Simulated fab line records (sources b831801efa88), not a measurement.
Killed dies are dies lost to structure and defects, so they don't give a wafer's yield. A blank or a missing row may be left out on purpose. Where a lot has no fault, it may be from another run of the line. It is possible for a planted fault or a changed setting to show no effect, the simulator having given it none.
A struck lot beside a sound one | flow sky130 | 15 steps out of a route of 708
Sound: these wafers, L169.3, L169.5, L169.6. Wafers struck: L177.2, L177.4, L177.6. The cause is given at the end.
Order at every step that has rows: each side's tool, ch and its chambers, its first start. Under that, the readings that differ: sound wafers | struck wafers | difference of the means | sigmas: that difference in standard deviations of wafers without a fault.
alike: a reading whose means differ by less than 2 such deviations, as well as words and numbers matching on both sides. not compared: withheld readings; readings where some wafer has no value; bounds like >300 that might hide an equal value; numbers whose values overlap and for which the record gives no deviation.
The two part at a step that has a row with sigmas, a row that says differs or no value, or rows on one side only. Numbers that have no deviation but don't overlap get no sigmas and don't part them. Lack of a reading on every wafer of one side parts them only where that side has two or more wafers.

first, 1 step without rows for these wafers: SKY_POLY_GATE_OXIDATION_20 (stabilise 600 s, purge 300 s, target thk 4 nm).
SKY_POLY_GATE_THK_MEAS_21:
  sound: film-metro-03 at day 18 16:58; struck: film-metro-03 at day 21 03:43
  alike: POLY_GATE_OXIDATION_THK
SKY_POLY_GATE_CD_MEAS_22:
  sound: cd-sem-02 at day 18 17:04; struck: cd-sem-02 at day 21 03:48
  alike: cd-nm
then, 7 steps without rows for these wafers: SKY_LDD_N_DEHYDRATE_00 (time 60 s); SKY_LDD_N_HMDS_01 (prime time 60 s); SKY_LDD_N_COAT_02 (resist thk 300 nm); SKY_LDD_N_SOFTBAKE_03 (time 60 s); SKY_LDD_N_EXPOSE_04 (exposes mask NTM, target cd 840 nm); SKY_LDD_N_PEB_05; SKY_LDD_N_DEVELOP_06 (develop time 60 s).
SKY_LDD_N_OVL_MEAS_07:
  sound: overlay-02 at day 19 23:37; struck: overlay-01 at day 22 09:38
  alike: LDD_N_OVL
following that, these wafers have no rows for 1 step: SKY_LDD_N_IMPLANT_08.
SKY_LDD_N_IMPLANT_09:
  sound on implanter-04 ch 0, day 19 23:50; struck on implanter-04 ch 0, day 22 09:51
  reading                   | sound                | struck               | difference | sigmas
  beam-energy-keV           | 19.992 19.999 19.997 | 16.818 16.818 16.821 | -3.177     | -99 or more
  beam-on-s (s)             | 10.06 9.79 10.03     | 10.44 10.55 10.59    | +0.57      | +3
  faraday-current-uA        | 421 431 419          | 406 401 399          | -22        | -3
  model.implant.rp-nm (nm)  | 15.83 15.83 15.83    | 14.18 14.18 14.18    | -1.65      |
  model.implant.drp-nm (nm) | 7.212 7.212 7.212    | 6.409 6.409 6.409    | -0.803     |
following that, these wafers have no rows for 1 step: SKY_LDD_N_IMPLANT_10.
-- a jump in the record: the struck wafers' starts before and after are 26 days apart (it breaks off in module LDD_N and resumes in module PAD_OPEN, where the first step shown is number 708 of the route) --
SKY_PAD_OPEN_PROBE_99:
  sound: prober-02 at day 47 05:01; struck: prober-01 at day 48 17:53
  reading                     | sound             | struck          | difference | sigmas
  model.etest.tip-n.rs-ohm-sq | 446.9 437.2 442.3 | 453.5 450 453.7 | +10.3      |
  alike: killed_at_M0_to_M3, killed_at_M4_up, killed-at-contacts, killed-at-front-end, killed-at-other, killed-dies, killed-open, killed-short

## WHERE THEY PART
Within this record, at SKY_LDD_N_IMPLANT_09 only. Later steps at which nothing parts them and some readings are alike: SKY_PAD_OPEN_PROBE_99.

WHY: whatever the simulator had introduced
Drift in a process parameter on implanter-04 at SKY_LDD_N_IMPLANT_09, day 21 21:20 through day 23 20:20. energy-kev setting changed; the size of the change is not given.
